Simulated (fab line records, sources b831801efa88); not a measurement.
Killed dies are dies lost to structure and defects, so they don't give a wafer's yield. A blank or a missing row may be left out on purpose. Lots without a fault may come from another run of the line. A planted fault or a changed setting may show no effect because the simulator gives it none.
fab line records | flow sky130
record lots=14 wafers=42 last_day=51
route steps=708 shown LDD_LDN@298
lots that met no fault: from a run of the same line without faults
start_h: hours from the record's first day to the start of the lot's first wafer shown | wait_h: hours since the lot's step before | " the same as in the row above | L1.1+2: a row that stands for several wafers | - no value, or no start given | * or withheld: withheld | < > ~ a bound
route shown NAME@n: a module of which the file shows steps, and the number in the route of the first | usual: mean/standard deviation of fault-free wafers | same: alike in all rows | chamber/n: place in a boat | sites: the reading at each site | _std_site: their standard deviation | _edge_site: outer sites' mean less inner sites' | radius_mm: how far each site lies from the wafer's centre | mask NAME#n: copy n | behind: the tool/chamber that last shaped the wafer | hold: why the lot was held/for how many hours/how that ended | device: the transistor (n, p or np) that didn't switch | end of line: the same wafers' tests at the end of the route | a step without rows: its recipe alone | killed: dies lost to structure and defects at the first sort, not the wafer's yield | map: a wafer's dies, x killed, . not, _ none there
set.NAME: the setting as run; set.NAME@STEP: as run at that earlier step | model.NAME: the simulator's own value behind a step, which no gauge read
steps of the route over a sample of lots; a table a step, a row a wafer
services: from which hour (start_h, from the record's first day; less than 0 if before it) a tool's chamber was out of use, for how many hours, and why
## steps
# step SKY_LDD_LDN_IMPLANT_09
# recipe species=As energy_kev=15 dose_cm2=1.25e+13 tilt_deg=withheld rotation_deg=113
# usual dose_ions_cm2=1.2501e+13/1.5e+10 end_station_pressure_torr=5.04e-06/2.5e-07 faraday_current_uA=70.5/1.4
# columns lot.wafer tool chamber start_h wait_h dose_ions_cm2 end_station_pressure_torr faraday_current_uA
L716.2 implanter-01 0 546.82 0.1 1.2518e+13 5.02e-06 71.1
L716.5 " 0 " " 1.2501e+13 4.65e-06 72.3
L716.6 " 0 " " 1.251e+13 5.1e-06 69.6
L717.1 implanter-04 0 560.54 0.1 1.25e+13 5.26e-06 70.9
L717.3 " 0 " " 1.25e+13 5.27e-06 72.1
L717.5 " 0 " " 1.2507e+13 5.39e-06 68.9
L720.1 implanter-04 0 578.39 0.1 1.248e+12 4.58e-06 7.0
L720.4 " 0 " " 1.282e+12 5.26e-06 7.2
L720.5 " 0 " " 1.256e+12 5.2e-06 6.9
L721.1 implanter-01 0 585.85 0.1 1.2521e+13 5.22e-06 68.8
L721.2 " 0 " " 1.2501e+13 5.04e-06 72.4
L721.3 " 0 " " 1.2511e+13 5.41e-06 70.6
L722.1 implanter-04 0 589.00 0.1 1.229e+12 5.33e-06 7.1
L722.3 " 0 " " 1.232e+12 4.67e-06 6.8
L722.4 " 0 " " 1.215e+12 4.69e-06 6.9
L728.3 implanter-01 0 645.34 0.1 1.2494e+13 4.78e-06 69.9
L728.5 " 0 " " 1.2497e+13 5.28e-06 73.7
L728.6 " 0 " " 1.2508e+13 5.46e-06 70.0
L729.2 implanter-01 0 655.32 0.1 1.2497e+13 4.86e-06 71.3
L729.3 " 0 " " 1.251e+13 4.81e-06 69.3
L729.5 " 0 " " 1.2501e+13 5.04e-06 69.9
L732.1 implanter-02 0 679.15 0.1 1.2484e+13 5.08e-06 68.9
L732.2 " 0 " " 1.2475e+13 5.4e-06 69.3
L732.3 " 0 " " 1.25e+13 4.63e-06 71.3
L733.1 implanter-04 0 680.94 0.1 1.2483e+13 4.95e-06 71.4
L733.5 " 0 " " 1.2495e+13 4.84e-06 70.8
L733.6 " 0 " " 1.2494e+13 4.95e-06 68.5
L735.2 implanter-01 0 696.32 0.1 1.2495e+13 5.03e-06 72.4
L735.3 " 0 " " 1.2499e+13 4.72e-06 69.2
L735.6 " 0 " " 1.2495e+13 5.21e-06 71.0
L736.2 implanter-04 0 705.82 0.1 1.2502e+13 4.91e-06 69.5
L736.3 " 0 " " 1.2527e+13 4.93e-06 71.3
L736.6 " 0 " " 1.2538e+13 5.15e-06 70.9
L737.2 implanter-02 0 713.93 0.1 1.2508e+13 5.09e-06 71.3
L737.3 " 0 " " 1.2502e+13 4.98e-06 71.2
L737.6 " 0 " " 1.2482e+13 4.83e-06 71.6
L738.4 implanter-04 0 720.57 0.1 1.246e+13 5.55e-06 70.4
L738.5 " 0 " " 1.247e+13 5.37e-06 69.0
L738.6 " 0 " " 1.2491e+13 5.23e-06 69.6
L739.1 implanter-04 0 727.99 0.1 1.2507e+13 5e-06 72.4
L739.3 " 0 " " 1.2466e+13 5.04e-06 71.6
L739.5 " 0 " " 1.2487e+13 5.09e-06 71.1
# step SKY_LDD_LDN_TW_MEAS_13
# usual LDD_LDN_TW=1488/13
# columns lot.wafer tool chamber start_h wait_h LDD_LDN_TW
L716.2 film_metro-02 - 547.35 0.1 1496
L716.5 " - " " 1492
L716.6 " - " " 1494
L717.1 film_metro-03 - 561.09 0.1 1494
L717.3 " - " " 1489
L717.5 " - " " 1486
L720.1 film_metro-04 - 578.94 0.1 1365
L720.4 " - " " 1362
L720.5 " - " " 1365
L721.1 film_metro-03 - 586.40 0.1 1490
L721.2 " - " " 1498
L721.3 " - " " 1493
L722.1 film_metro-03 - 589.55 0.1 1389
L722.3 " - " " 1384
L722.4 " - " " 1388
L728.3 film_metro-04 - 645.86 0.1 1471
L728.5 " - " " 1472
L728.6 " - " " 1476
L729.2 film_metro-03 - 655.86 0.1 1481
L729.3 " - " " 1483
L729.5 " - " " 1484
L732.1 film_metro-02 - 679.70 0.1 1507
L732.2 " - " " 1509
L732.3 " - " " 1491
L733.1 film_metro-04 - 681.49 0.1 1481
L733.5 " - " " 1480
L733.6 " - " " 1479
L735.2 film_metro-03 - 696.86 0.1 1491
L735.3 " - " " 1490
L735.6 " - " " 1484
L736.2 film_metro-04 - 706.35 0.1 1472
L736.3 " - " " 1474
L736.6 " - " " 1489
L737.2 film_metro-04 - 714.46 0.1 1481
L737.3 " - " " 1479
L737.6 " - " " 1478
L738.4 film_metro-04 - 721.08 0.1 1471
L738.5 " - " " 1469
L738.6 " - " " 1469
L739.1 film_metro-04 - 728.54 0.1 1462
L739.3 " - " " 1468
L739.5 " - " " 1473
## services
# columns tool chamber start_h hours kind
implanter-04 - 544.30 3.9 repair
implanter-01 - 555.80 2.1 repair
implanter-01 - 630.70 2.0 repair
implanter-02 - 632.69 0.6 repair
implanter-04 - 634.69 1.5 repair
implanter-04 - 646.32 3.9 repair
implanter-04 - 654.86 1.9 repair
implanter-01 - 657.92 5.2 repair
implanter-04 - 692.36 3.3 repair
implanter-02 - 726.43 3.7 pm
## key
first_sign step=SKY_LDD_LDN_IMPLANT_09 reading=dose_ions_cm2 direction=down sigmas=99+ usual=* struck=*
effect step=SKY_LDD_LDN_IMPLANT_09 reading=faraday_current_uA direction=down sigmas=45 usual=70.5 struck=7.0
effect step=SKY_LDD_LDN_TW_MEAS_13 reading=LDD_LDN_TW direction=down sigmas=8.8 usual=1488 struck=1376
met_at SKY_LDD_LDN_IMPLANT_09
struck_lots L720,L722
tester_left_out L720,L722
onset_between 560.54 578.39
fault kind=process_parameter_drift tool=implanter-04 chamber=- onset_h=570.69 steps=SKY_LDD_LDN_IMPLANT_09 channel=dose_cm2 offset=* shape=step end_h=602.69 acts_in=* stated=*
# tester_left_out: of these lots the tester's yield and bins aren't shown, on N5 and GAA mostly nor the transistor test; their killed dies are dies lost to structure and defects alone, not to doping, threshold or leakage, so they don't give the yield
